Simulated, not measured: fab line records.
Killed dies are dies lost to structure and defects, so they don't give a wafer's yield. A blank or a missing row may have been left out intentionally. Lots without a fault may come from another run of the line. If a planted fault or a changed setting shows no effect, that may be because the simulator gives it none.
Matching of chambers ; flow sky130 ; 4 sister chambers for SKY_VIA3_ETCH_14 on rie diel-03
The step etches BARC in N2/H2, stops on SiO2, time 45.9 s, target depth 60 nm. 24 wafers are shown with their chamber, then 12 later ones without.

WAFERS PAIRED WITH THEIR CHAMBERS
wafer;chamber;drypump motor current A (A);oes product au (a.u.);throttle valve pct (%)
L076.2;0;6.5;0.843;13.219
L076.3;3;6.1;0.859;13.232
L076.4;3;6.1;0.856;13.226
L077.3;0;6.5;0.849;13.229
L077.5;1;4.9;0.855;13.230
L077.6;2;5.7;0.852;13.219
L078.3;0;6.5;0.856;13.206
L078.4;2;5.7;0.849;13.231
L078.5;0;6.6;0.856;13.219
L080.1;2;5.7;0.856;13.222
L080.3;1;4.9;0.853;13.226
L080.5;2;5.7;0.849;13.231
L081.4;2;5.7;0.859;13.220
L081.5;2;5.7;0.852;13.228
L081.6;1;4.9;0.856;13.227
L086.1;3;6.1;0.858;13.221
L086.3;1;4.9;0.858;13.211
L086.4;2;5.7;0.853;13.220
L089.1;3;6.1;0.854;13.225
L089.2;1;4.9;0.849;13.218
L089.3;2;5.7;0.856;13.228
L089.4;0;6.6;0.854;13.222
L089.5;1;4.9;0.849;13.214
L089.6;0;6.5;0.846;13.227

SIGNATURES, as means of the wafers listed above
reading;chamber 0;chamber 1;chamber 2;chamber 3;scatter within a chamber
drypump motor current A;6.533;4.900;5.700;6.100;0.0258
oes product au;0.85067;0.85333;0.85325;0.85675;0.00402
throttle valve pct;13.22033;13.22100;13.22488;13.22600;0.00663
Rule: a wafer's distance from a chamber is the root of the sum, over the readings, of the square of ((its reading less the chamber's mean) divided by the reading's scatter). If the next closest chamber is less than 2 further off than the closest, the wafer can't be placed; otherwise it belongs to the closest. The scatter: take each reading less its chamber's mean, square it, sum over the shown wafers, divide by the number of wafers less the number of chambers, and take the root.

WAFERS WITH NO CHAMBER GIVEN
wafer;drypump motor current A (A);oes product au (a.u.);throttle valve pct (%)
L094.3;4.9;0.855;13.227
L094.5;4.9;0.863;13.223
L094.6;6.6;0.855;13.236
L093.1;6.1;0.861;13.222
L093.2;5.7;0.850;13.223
L093.3;6.6;0.856;13.228
L093.4;4.9;0.858;13.232
L093.5;5.7;0.856;13.223
L093.6;6.1;0.855;13.230
L097.1;6.1;0.862;13.232
L097.4;6.6;0.856;13.229
L097.5;5.7;0.858;13.226

CHAMBER TAKEN BY EACH
wafer;from the rows above;in truth
L094.3;1;1
L094.5;1;1
L094.6;0;0
L093.1;3;3
L093.2;2;2
L093.3;0;0
L093.4;1;1
L093.5;2;2
L093.6;3;3
L097.1;3;3
L097.4;0;0
L097.5;2;2
Placed correctly: 12 of 12. Can't be placed from these rows: 0. 0 placed wrongly.
